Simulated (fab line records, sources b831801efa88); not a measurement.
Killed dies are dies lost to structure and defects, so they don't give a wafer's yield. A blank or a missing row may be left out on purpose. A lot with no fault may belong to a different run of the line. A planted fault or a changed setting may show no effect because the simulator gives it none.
Which tool was responsible? | flow gf180mcu | 6 lots, 17 wafers sampled, at 3 steps of a route of 602

== WHAT EACH GAUGE READ, for each wafer ==
GF_PASSIVATION_THK_MEAS_03.
lot  | measured     | on           | PASSIVATION_CVD_02_THK (nm)
L910 | day 29 06:06 | filmMetro-01 | 693 712 702
L912 | day 29 17:55 | filmMetro-03 | 706 700 718
L914 | day 30 08:27 | filmMetro-04 | 711 713 706
L921 | day 32 06:07 | filmMetro-03 | 1204 703
L926 | day 33 10:32 | filmMetro-01 | 699 716 707
L929 | day 34 03:08 | filmMetro-01 | 702 709 699

== WHAT TOOL EACH LOT RAN ON (gives the tool, then ch and the chambers of the sampled wafers, and finally the start) ==
lot  | GF_V5_SPUTTER_21            | GF_PASSIVATION_CVD_02
L910 | pvdSputter-04, day 28 08:16 | pecvd-01 ch 1,2, day 29 05:48
L912 | pvdSputter-02, day 28 21:04 | pecvd-02 ch 0,1, day 29 17:38
L914 | pvdSputter-01, day 29 12:04 | pecvd-04 ch 0,1,2, day 30 08:16
L921 | pvdSputter-01, day 31 11:23 | pecvd-04 ch 0,2, day 32 05:50
L926 | pvdSputter-02, day 32 17:00 | pecvd-01 ch 0,2, day 33 10:15
L929 | pvdSputter-04, day 33 09:13 | pecvd-02 ch 0,1,2, day 34 02:51
- GF_V5_SPUTTER_21: material Ti, target thk 15 nm, time 80.02 s.
- GF_PASSIVATION_CVD_02: deposits Si3N4, target thk 700 nm, time 486.18 s.

== THE ANSWER, worked out from the rows above alone ==
Rule: usual is defined by the lots themselves. Put in order of their means at a reading, lots are off if they are a third of the lots or fewer, leave a main group of 4 or more, and stand apart from it by a gap of 3 or more times the standard deviation of the main group's means; of several such gaps the widest counts. If all means in a main group match to the digits the tables above print for the reading, that group is not used. Also off: a lot with no number at a reading for which 4 or more lots have one. The other lots that the step has rows for count as sound.
Off: L921, at GF_PASSIVATION_THK_MEAS_03 (PASSIVATION_CVD_02_THK). For the main group the mean is 706 nm and the standard deviation 2.9.
If a tool, at a process step before that reading, ran all the lots that are off and no sound lot after the first of them, it fits. Those tools and the gauges at GF_PASSIVATION_THK_MEAS_03 are tried in the same way. Can't be told from this: 3 tools fit, pvdSputter-01 at GF_V5_SPUTTER_21, pecvd-04 at GF_PASSIVATION_CVD_02, filmMetro-03 at GF_PASSIVATION_THK_MEAS_03.

== WHAT HAD BEEN PUT IN BY THE SIMULATOR ==
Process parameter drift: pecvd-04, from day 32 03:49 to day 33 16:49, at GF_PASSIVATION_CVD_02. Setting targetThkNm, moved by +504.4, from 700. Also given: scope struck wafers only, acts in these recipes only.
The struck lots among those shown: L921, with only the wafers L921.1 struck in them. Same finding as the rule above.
